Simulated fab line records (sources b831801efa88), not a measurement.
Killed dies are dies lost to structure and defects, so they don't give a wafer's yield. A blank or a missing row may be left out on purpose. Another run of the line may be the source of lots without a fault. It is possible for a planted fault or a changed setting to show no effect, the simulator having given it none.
fab line records	flow sky130
[record] lots = 11	wafers = 33	lastDay = 50
route steps=708 shown VIA1@472 VIA2@516
lots that met no fault: taken from a fault-free run of the same line
startH: hours from the record's opening day to when the first of the lot's shown wafers began	waitH: hours from the lot's prior step to this one	" identical to the entry in the row above	L1.1+2: several wafers, shown together as one row	- either no value or no given start	* or withheld: withheld	< > ~ a bound
route shown NAME@n: names a module that has steps shown in the file, with the first one's number in the route	usual: mean/standard deviation taken from wafers without a fault	same: alike in all rows	chamber/n: place in a boat	sites: per-site readings	_std_site: how widely they spread, as a standard deviation	_edge_site: the outer-site mean with the inner-site mean subtracted	radiusMm: how far each site lies from the wafer's centre	mask NAME#n: copy n	behind: tool/chamber where the wafer was last shaped	hold: why the lot went on hold/how many hours it stayed there/how the hold came to an end	device: names the non-switching transistor (n, p or np)	end of line: at the end of the route, the tests of the same wafers	where a step has no rows: the recipe by itself	killed: dies lost to structure and defects at the first sort, not the wafer's yield	map: a wafer's dies, marking killed ones x, the rest . and places with no die _
set.NAME: the setting that was run; set.NAME@STEP: the one run at that earlier step	model.NAME: the simulator's own value behind a step, which no gauge read
a sample of lots followed through the steps of the route, with each step as a table and each wafer as a row
services: from which hour (startH, from the record's first day; less than 0 if before it) a tool's chamber was out of use, for how many hours, and why
[[steps]]
[step SKY_VIA1_ETCH_14]
[recipe] chemistry = N2/H2	target = BARC	ionEnergyEv = 200	sourceW = 500	biasW = 100	pressureMtorr = 30	n2FlowSccm = 100	h2FlowSccm = 200	stopOn = SiO2	timeS = 45.9	targetDepthA = 600
[usual] drypumpMotorCurrentA = 5.8/0.51	h2FlowSccm = 199.9/0.59	oesProductAu = 0.856/0.0051	throttleValvePct = 13.224/0.0093
lot.wafer	tool	chamber	startH	waitH	drypumpMotorCurrentA	h2FlowSccm	oesProductAu	rfHoursCounterH	throttleValvePct
L873.4	rieDiel-04	0	835.06	0.0	5.8	200.0	0.850	12	13.200
L873.5	"	0	"	"	5.7	199.9	0.855	-	13.215
L873.6	"	3	"	"	4.8	200.0	0.865	-	13.223
L871.1	rieDiel-01	3	837.08	0.0	5.6	200.9	0.858	13	13.240
L871.4	"	0	"	"	6.7	200.0	0.851	3	13.225
L871.6	"	3	"	"	5.6	200.0	0.854	-	13.217
L874.1	rieDiel-03	3	852.69	0.0	6.3	200.6	0.860	6	13.213
L874.3	"	1	"	"	5.3	200.2	0.860	22	13.236
L874.6	"	0	"	"	5.9	198.8	0.849	-	13.219
L876.2	rieDiel-04	0	864.26	0.0	5.7	199.6	0.856	13	13.232
L876.4	"	0	"	"	5.7	200.4	0.858	-	13.232
L876.5	"	2	"	"	6.2	199.1	0.864	-	13.236
L878.2	rieDiel-03	2	879.94	0.0	5.6	200.3	0.854	3	13.214
L878.5	"	1	"	"	5.3	199.5	0.857	-	13.223
L878.6	"	2	"	"	5.6	200.2	0.858	-	13.231
L879.2	rieDiel-01	3	885.33	0.0	5.6	200.0	0.851	15	13.220
L879.4	"	0	"	"	6.7	199.7	0.855	4	13.227
L879.6	"	0	"	"	6.7	199.7	0.856	-	13.222
L880.1	rieDiel-04	2	889.14	0.0	6.2	200.3	0.858	11	13.224
L880.4	"	0	"	"	5.7	199.7	0.851	14	13.223
L880.6	"	0	"	"	5.7	199.9	0.844	-	13.231
L881.1	rieDiel-03	1	898.09	0.0	5.3	199.0	0.844	24	13.236
L881.4	"	1	"	"	5.3	198.8	0.850	-	13.222
L881.5	"	2	"	"	5.6	200.5	0.851	-	13.222
L882.1	rieDiel-01	2	915.07	0.0	5.9	199.7	0.855	15	13.237
L882.4	"	0	"	"	6.7	200.3	0.858	6	13.222
L882.5	"	2	"	"	5.9	200.2	0.856	-	13.215
L886.3	rieDiel-03	3	931.43	0.0	6.3	200.5	0.854	9	13.219
L886.4	"	2	"	"	5.6	199.9	0.861	-	13.228
L886.5	"	3	"	"	6.3	200.6	0.852	-	13.229
L888.1	rieDiel-04	2	942.44	0.0	6.2	199.7	0.849	12	13.217
L888.5	"	0	"	"	5.7	198.6	0.864	-	13.230
L888.6	"	3	"	"	4.7	200.0	0.853	-	13.236
[step SKY_VIA2_EXPOSE_09]
[recipe] maskId = VIM2	na = 0.8	sourceShape = annular	sigmaInner = 0.55	sigmaOuter = 0.85	targetCdNm = 200	doseMj = 38
[usual] exposureDoseMJCm2 = 38.06/0.18	focusOffsetNm = 0.0/0.52
lot.wafer	tool	chamber	startH	waitH	mask	exposureDoseMJCm2	focusOffsetNm
L873.4	krfScanner-02	0	879.14	-	VIM2#0	38.15	0.7
L873.5	"	0	"	"	VIM2#0	38.13	-0.1
L873.6	"	0	"	"	VIM2#0	38.10	0.8
L871.1	krfScanner-01	0	880.56	-	VIM2#0	37.93	-0.1
L871.4	"	0	"	"	VIM2#0	37.95	0.6
L871.6	"	0	"	"	VIM2#0	37.96	-0.5
L874.1	krfScanner-02	0	895.63	-	VIM2#0	37.96	0.3
L874.3	"	0	"	"	VIM2#0	38.02	0.3
L874.6	"	0	"	"	VIM2#0	38.00	0.0
L876.2	krfScanner-01	0	907.42	-	VIM2#0	37.94	-0.4
L876.4	"	0	"	"	VIM2#0	37.99	0.0
L876.5	"	0	"	"	VIM2#0	37.93	0.1
L878.2	krfScanner-01	0	922.75	-	VIM2#0	37.94	-0.5
L878.5	"	0	"	"	VIM2#0	38.00	0.7
L878.6	"	0	"	"	VIM2#0	37.91	-0.3
L879.2	krfScanner-01	0	927.28	-	VIM2#0	37.93	0.0
L879.4	"	0	"	"	VIM2#0	37.96	-0.3
L879.6	"	0	"	"	VIM2#0	37.90	0.3
L880.1	krfScanner-01	0	930.38	-	VIM2#0	37.97	0.5
L880.4	"	0	"	"	VIM2#0	37.93	-0.4
L880.6	"	0	"	"	VIM2#0	37.93	0.3
L881.1	krfScanner-02	0	939.80	-	VIM2#0	38.04	-0.7
L881.4	"	0	"	"	VIM2#0	38.02	-0.1
L881.5	"	0	"	"	VIM2#0	38.06	-0.5
L882.1	krfScanner-01	0	956.11	-	VIM2#0	37.94	0.3
L882.4	"	0	"	"	VIM2#0	38.00	0.4
L882.5	"	0	"	"	VIM2#0	37.95	0.0
L886.3	krfScanner-01	0	972.62	-	VIM2#0	37.03	0.4
L886.4	"	0	"	"	VIM2#0	37.05	1.0
L886.5	"	0	"	"	VIM2#0	37.05	-0.1
L888.1	krfScanner-01	0	981.95	-	VIM2#0	37.06	-0.1
L888.5	"	0	"	"	VIM2#0	37.14	0.1
L888.6	"	0	"	"	VIM2#0	37.06	-0.1
[step SKY_VIA2_CD_MEAS_12]
[recipe] targetCdNm = 200
[usual] cdNm = 199.8/1.1
lot.wafer	tool	chamber	startH	waitH	hold	cdNm
L873.4	cdSem-01	-	892.62	-	-	201.9
L873.5	"	-	"	"	-	201.1
L873.6	"	-	"	"	-	199.8
L871.1	cdSem-02	-	893.91	-	-	200.1
L871.4	"	-	"	"	-	199.9
L871.6	"	-	"	"	-	200.4
L874.1	cdSem-02	-	908.18	-	-	201.3
L874.3	"	-	"	"	-	201.4
L874.6	"	-	"	"	-	200.3
L876.2	cdSem-02	-	920.28	-	-	198.4
L876.4	"	-	"	"	-	198.2
L876.5	"	-	"	"	-	199.4
L878.2	cdSem-02	-	936.00	-	-	199.4
L878.5	"	-	"	"	-	199.8
L878.6	"	-	"	"	-	199.4
L879.2	cdSem-01	-	940.03	-	-	197.8
L879.4	"	-	"	"	-	200.7
L879.6	"	-	"	"	-	198.1
L880.1	cdSem-01	-	943.26	-	-	199.7
L880.4	"	-	"	"	-	201.2
L880.6	"	-	"	"	-	201.1
L881.1	cdSem-01	-	952.11	-	-	199.7
L881.4	"	-	"	"	-	201.0
L881.5	"	-	"	"	-	200.2
L882.1	cdSem-01	-	968.27	-	-	200.0
L882.4	"	-	"	"	-	199.6
L882.5	"	-	"	"	-	200.5
L886.3	cdSem-01	-	984.75	-	awaitDispo/0.2h/release	194.5
L886.4	"	-	"	"	awaitDispo/0.2h/release	195.4
L886.5	"	-	"	"	awaitDispo/0.2h/release	194.7
L886.3	cdSem-01	-	985.04	0.3	-	194.7
L886.4	"	-	"	"	-	195.1
L886.5	"	-	"	"	-	195.0
L888.1	cdSem-01	-	993.86	-	-	197.4
L888.5	"	-	"	"	-	197.6
L888.6	"	-	"	"	-	196.3
[step SKY_VIA2_STRIP_16]
[recipe] chemistry = O2/N2	powerW = 1400	pressureMtorr = 1500	platenTempC = withheld	o2FlowSccm = 3000	n2FlowSccm = 300	overashFraction = 0.5
[usual] drypumpMotorCurrentA = 6.0/0.38	oesProductAu = 0.399/0.0045	stripTimeToEndpointS = 4.06/0.036
lot.wafer	tool	chamber	startH	waitH	drypumpMotorCurrentA	oesProductAu	rfHoursCounterH	stripTimeToEndpointS
L873.4	plasmaAsher-04	1	892.85	0.1	6.0	0.402	-	4.09
L873.5	"	1	"	"	6.0	0.400	-	4.02
L873.6	"	0	"	"	6.4	0.401	-	4.05
L871.1	plasmaAsher-01	0	894.17	0.0	5.3	0.403	103	4.07
L871.4	"	1	"	"	6.4	0.403	-	4.06
L871.6	"	0	"	"	5.3	0.396	-	4.03
L874.1	plasmaAsher-01	1	908.44	0.0	6.4	0.398	105	4.07
L874.3	"	1	"	"	6.4	0.399	-	4.07
L874.6	"	0	"	"	5.3	0.400	-	4.06
L876.2	plasmaAsher-01	0	920.52	0.0	5.3	0.398	106	4.06
L876.4	"	1	"	"	6.3	0.401	-	4.04
L876.5	"	1	"	"	6.3	0.404	-	4.05
L878.2	plasmaAsher-04	1	936.24	0.0	6.0	0.396	53	4.07
L878.5	"	0	"	"	6.4	0.391	-	4.03
L878.6	"	1	"	"	6.0	0.400	-	4.10
L879.2	plasmaAsher-03	0	940.32	0.1	6.1	0.397	20	4.07
L879.4	"	0	"	"	6.1	0.394	-	4.05
L879.6	"	1	"	"	6.1	0.405	-	4.03
L880.1	plasmaAsher-04	0	943.52	0.0	6.4	0.408	53	4.08
L880.4	"	1	"	"	6.0	0.386	-	4.03
L880.6	"	1	"	"	6.0	0.397	-	4.06
L881.1	plasmaAsher-03	1	952.37	0.0	6.1	0.398	21	4.00
L881.4	"	0	"	"	6.0	0.399	-	4.02
L881.5	"	1	"	"	6.1	0.401	-	4.13
L882.1	plasmaAsher-04	0	968.53	0.0	6.4	0.390	56	4.03
L882.4	"	0	"	"	6.3	0.398	-	4.01
L882.5	"	0	"	"	6.4	0.399	-	4.09
L888.1	plasmaAsher-04	1	994.12	0.0	6.0	0.398	58	4.07
L888.5	"	1	"	"	6.0	0.401	-	4.04
L888.6	"	0	"	"	6.3	0.400	-	4.02
L886.3	plasmaAsher-01	1	998.82	0.1	6.4	0.391	-	4.06
L886.4	"	0	"	"	5.3	0.407	-	4.04
L886.5	"	1	"	"	6.4	0.394	-	4.02
[step SKY_VIA2_CVD_21]
[recipe] material = W	targetThkNm = 420	timeS = 126.4	tempC = 400	pressureTorr = 40
[usual] chamberPressureTorr = 40.00/0.081	heaterPowerW = 825/89
lot.wafer	tool	chamber	startH	waitH	chamberPressureTorr	heaterPowerW
L873.4	cvdW-01	1	893.55	0.1	39.98	799
L873.5	"	1	"	"	40.14	779
L873.6	"	0	"	"	39.91	990
L871.1	cvdW-02	0	894.83	0.0	39.81	877
L871.4	"	1	"	"	39.96	774
L871.6	"	1	"	"	39.98	759
L874.1	cvdW-01	1	909.11	0.0	39.93	794
L874.3	"	0	"	"	39.93	985
L874.6	"	1	"	"	39.93	798
L876.2	cvdW-02	0	921.17	0.0	40.08	838
L876.4	"	1	"	"	39.89	704
L876.5	"	1	"	"	39.76	701
L878.2	cvdW-01	1	936.90	0.0	40.01	785
L878.5	"	1	"	"	39.86	797
L878.6	"	0	"	"	39.94	949
L879.2	cvdW-02	1	940.98	0.0	39.88	720
L879.4	"	1	"	"	40.11	714
L879.6	"	0	"	"	40.01	825
L880.1	cvdW-02	1	944.17	0.0	39.95	712
L880.4	"	1	"	"	40.13	725
L880.6	"	1	"	"	40.02	709
L881.1	cvdW-02	0	953.02	0.0	40.05	854
L881.4	"	0	"	"	40.07	870
L881.5	"	0	"	"	40.14	840
L882.1	cvdW-02	0	969.22	0.0	39.83	834
L882.4	"	0	"	"	40.02	838
L882.5	"	1	"	"	40.00	727
L888.1	cvdW-02	1	994.77	0.0	40.11	732
L888.5	"	1	"	"	40.08	709
L888.6	"	0	"	"	39.95	856
L886.3	cvdW-02	1	999.87	0.2	39.95	717
L886.4	"	0	"	"	39.94	840
L886.5	"	0	"	"	39.99	854
[[services]]
tool	chamber	startH	hours	kind
rieDiel-01	3	830.65	5.8	repair
krfScanner-02	-	833.86	1.9	repair
cvdW-01	0	836.55	12.3	repair
krfScanner-01	-	844.34	0.5	repair
rieDiel-04	2	853.61	1.9	repair
rieDiel-04	-	854.91	2.8	pm
krfScanner-01	-	862.74	0.8	pm
krfScanner-02	-	863.14	2.1	repair
rieDiel-01	2	864.89	8.4	repair
krfScanner-01	-	868.88	1.0	pm
rieDiel-01	3	872.91	1.2	repair
krfScanner-01	-	875.00	0.4	repair
rieDiel-04	-	891.22	28.1	pm
rieDiel-03	0	896.43	10.0	repair
krfScanner-01	-	901.80	1.3	pm
cvdW-02	-	904.00	14.0	pm
krfScanner-01	-	918.71	0.8	repair
rieDiel-04	3	920.42	4.7	repair
rieDiel-04	2	922.62	1.8	repair
rieDiel-03	0	936.03	8.2	repair
rieDiel-04	3	943.15	21.8	repair
rieDiel-03	-	965.00	2.8	pm
rieDiel-04	3	965.27	2.7	repair
rieDiel-03	1	992.95	4.3	repair
[[key]]
[firstSign] step = SKY_VIA2_EXPOSE_09	reading = exposureDoseMJCm2	direction = down	sigmas = 5.5	usual = *	struck = *
[effect] step = SKY_VIA2_CD_MEAS_12	reading = visit	direction = added
metAt SKY_VIA2_EXPOSE_09
struckLots L886,L888
testerLeftOut L888
notActingAt SKY_VIA1_ETCH_14,SKY_VIA2_STRIP_16,SKY_VIA2_CVD_21
onsetBetween 956.11 972.62
[earlierFault] kind = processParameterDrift	tool = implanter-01	chamber = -	onsetH = 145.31	steps = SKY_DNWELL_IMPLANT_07	channel = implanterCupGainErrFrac	offset = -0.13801	shape = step	endH = 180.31
[fault] kind = processParameterDrift	tool = krfScanner-01	chamber = -	onsetH = 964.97	steps = SKY_VIA2_EXPOSE_09	channel = doseMj	offset = -0.88897	shape = step	actsIn = theseRecipesOnly	stated = 38
// testerLeftOut: of these lots the tester's yield and bins aren't shown, on N5 and GAA mostly nor the transistor test; their killed dies are dies lost to structure and defects alone, not to doping, threshold or leakage, so they don't give the yield
